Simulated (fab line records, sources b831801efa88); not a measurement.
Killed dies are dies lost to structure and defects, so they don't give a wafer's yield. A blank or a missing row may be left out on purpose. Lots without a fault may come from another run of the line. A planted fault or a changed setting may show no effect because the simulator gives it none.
A struck lot beside a sound one | flow sky130 | 24 steps out of a route of 708
Sound: wafers L435.1, L435.3, L435.5. Struck: wafer L447.5. (L447.2, L447.6 of the same lot were not struck and are left out.) The cause comes at the end.
At each step with rows: each side's tool, then ch and its chambers, then its first start. Under that, the readings that differ: sound wafers | struck wafers | difference of the means | sigmas: that difference in standard deviations of wafers without a fault.
alike: readings whose means differ by less than 2 such deviations, and words and numbers that are the same on both sides. not compared: withheld readings, readings that some wafer has no value for, bounds like >300 that may hide the same value, and numbers for which the record gives no deviation and whose values overlap.
The two part at a step that has a row with sigmas, a row that says differs or no value, or rows on one side only. Numbers that don't overlap but have no deviation are shown without sigmas and don't part them. A reading that every wafer of one side lacks parts them only if that side has two wafers or more.

SKY_LI_CONTACT_SPUTTER_19: material Ti, target thk 20 nm, time 106.37 s.
  sound on pvd_sputter-04, day 31 17:12; struck on pvd_sputter-04, day 35 12:19
  alike: throttle_valve_pct
then, 1 step without rows for these wafers: SKY_LI_CONTACT_SPUTTER_20 (material TiN, target thk 20 nm, time 80 s).
SKY_LI_CONTACT_CVD_21: deposits W, target thk 400 nm, time 120.56 s.
  sound on cvd_w-02 ch 0, day 31 17:20; struck on cvd_w-02 ch 0, day 35 12:28
  alike: chamber_pressure_Torr, heater_power_outer_w, heater_power_w
  not compared: since_wet_clean_h
SKY_LI_CONTACT_RS_MEAS_22: measures by four-point-probe.
  sound on film_metro-04, day 31 17:28; struck on film_metro-01, day 35 12:36
  alike: LI_CONTACT_W_RS
SKY_LI_CONTACT_THK_MEAS_23: measures by xrf.
  sound on film_metro-04, day 31 17:35; struck on film_metro-01, day 35 12:43
  alike: LI_CONTACT_W_THK
SKY_LI_CONTACT_CMP_24: polishes, stops on PSG, t overpolish 20 s, target thk 0 nm.
  sound on cmp-02 ch 0,1,3, day 31 17:41; struck on cmp-02 ch 0, day 35 12:55
  reading                | sound        | struck | difference | sigmas
  motor_current_A (A)    | 9.8 9.4 13.4 | 13.7   | +2.8       | +2
  time_to_endpoint_s (s) | 95 91 105    | 105    | +8         | +2
  alike: overpolish_run_s
SKY_LOCAL_INTERCONNECT_SPUTTER_00: material TiN, target thk 100 nm, time 83.3 s.
  sound on pvd_sputter-01, day 31 17:56; struck on pvd_sputter-03, day 35 13:04
  alike: throttle_valve_pct
SKY_LOCAL_INTERCONNECT_RS_MEAS_01: measures by four-point-probe.
  sound on film_metro-03, day 31 18:00; struck on film_metro-01, day 35 13:09
  alike: LOCAL_INTERCONNECT_TIN_RS
SKY_LOCAL_INTERCONNECT_THK_MEAS_02: measures by xrf.
  sound on film_metro-03, day 31 18:07; struck on film_metro-01, day 35 13:16
  alike: LOCAL_INTERCONNECT_TIN_THK
then, 3 steps without rows for these wafers: SKY_LOCAL_INTERCONNECT_DEHYDRATE_03 (time 60 s); SKY_LOCAL_INTERCONNECT_HMDS_04 (prime time 60 s); SKY_LOCAL_INTERCONNECT_COAT_05 (resist thk 60 nm).
SKY_LOCAL_INTERCONNECT_COAT_06: resist thk 450 nm.
  sound on litho_track-02 ch 0, day 32 05:00; struck on litho_track-04 ch 0, day 36 02:00
  reading                                                   | sound             | struck | difference | sigmas
  model.KrF-thick_of_LOCAL_INTERCONNECT_COAT_06.thk_nm (nm) | 452.1 448.9 450.3 | 415.6  | -34.8      |
  alike: dispense_pressure_kPa, exhaust_pa, resist_line_temp_C
then, 4 steps without rows for these wafers: SKY_LOCAL_INTERCONNECT_SOFTBAKE_07 (time 90 s); SKY_LOCAL_INTERCONNECT_EXPOSE_08 (exposes mask LI1M, target cd 170 nm); SKY_LOCAL_INTERCONNECT_PEB_09; SKY_LOCAL_INTERCONNECT_DEVELOP_10 (develop time 60 s).
SKY_LOCAL_INTERCONNECT_CD_MEAS_11: target cd 170 nm.
  sound on cd_sem-02, day 32 18:31; struck on cd_sem-02, day 36 14:28
  alike: cd_nm
SKY_LOCAL_INTERCONNECT_OVL_MEAS_12:
  sound on overlay-01, day 32 18:38; struck on overlay-01, day 36 14:35
  alike: LOCAL_INTERCONNECT_OVL
SKY_LOCAL_INTERCONNECT_ETCH_13: etches BARC in N2/H2, stops on SiO2, time 45.9 s, target depth 60 nm.
  sound on rie_metal-04 ch 0,1, day 32 18:40; struck on rie_metal-04 ch 0, day 36 14:37
  reading                | sound                | struck | difference | sigmas
  throttle_valve_pct (%) | 13.218 13.214 13.225 | 13.253 | +0.034     | +4
  alike: drypump_motor_current_A, oes_product_au
  not compared: rf_hours_counter_h
SKY_LOCAL_INTERCONNECT_METAL_ETCH_14: etches TiN in Cl2/BCl3, stops on PSG, target depth 110 nm, time 31.4 s.
  sound on rie_metal-04 ch 0,1, day 32 18:44; struck on rie_metal-04 ch 0, day 36 14:40
  reading                                                   | sound             | struck | difference | sigmas
  model.KrF-thick_of_LOCAL_INTERCONNECT_COAT_06.thk_nm (nm) | 350.7 345.7 348.9 | 314    | -34        |
  alike: drypump_motor_current_A, oes_product_au, throttle_valve_pct
  not compared: rf_hours_counter_h
SKY_LOCAL_INTERCONNECT_STRIP_15: strips in O2/N2.
  sound on plasma_asher-03 ch 0,1, day 32 18:47; struck on plasma_asher-03 ch 1, day 36 14:44
  reading                      | sound             | struck | difference | sigmas
  oes_product_au (a.u.)        | 0.427 0.436 0.423 | 0.411  | -0.018     | -4
  strip_time_to_endpoint_s (s) | 4.756 4.690 4.725 | 4.367  | -0.357     | -19
  alike: drypump_motor_current_A
  not compared: rf_hours_counter_h
then, 1 step without rows for these wafers: SKY_LOCAL_INTERCONNECT_STRIP_16 (strips in post etch residue remover, time 1200 s).
-- the record jumps here: 14 days lie between the struck wafers' starts before and after (it left off in module LOCAL_INTERCONNECT and takes up again in module PAD_OPEN, whose first step shown is number 708 of the route) --
SKY_PAD_OPEN_PROBE_99:
  sound on prober-01, day 47 13:19; struck on prober-02, day 50 06:49
  alike: killed_at_M0_to_M3, killed_at_M4_up, killed_at_contacts, killed_at_front_end, killed_at_other, killed_dies, killed_on_rim, killed_open, killed_short

WHERE THEY PART
First at SKY_LI_CONTACT_CMP_24; last, within this record, at SKY_LOCAL_INTERCONNECT_STRIP_15. Later steps at which nothing parts them and some readings are alike: SKY_PAD_OPEN_PROBE_99.

WHY: what the simulator had put in
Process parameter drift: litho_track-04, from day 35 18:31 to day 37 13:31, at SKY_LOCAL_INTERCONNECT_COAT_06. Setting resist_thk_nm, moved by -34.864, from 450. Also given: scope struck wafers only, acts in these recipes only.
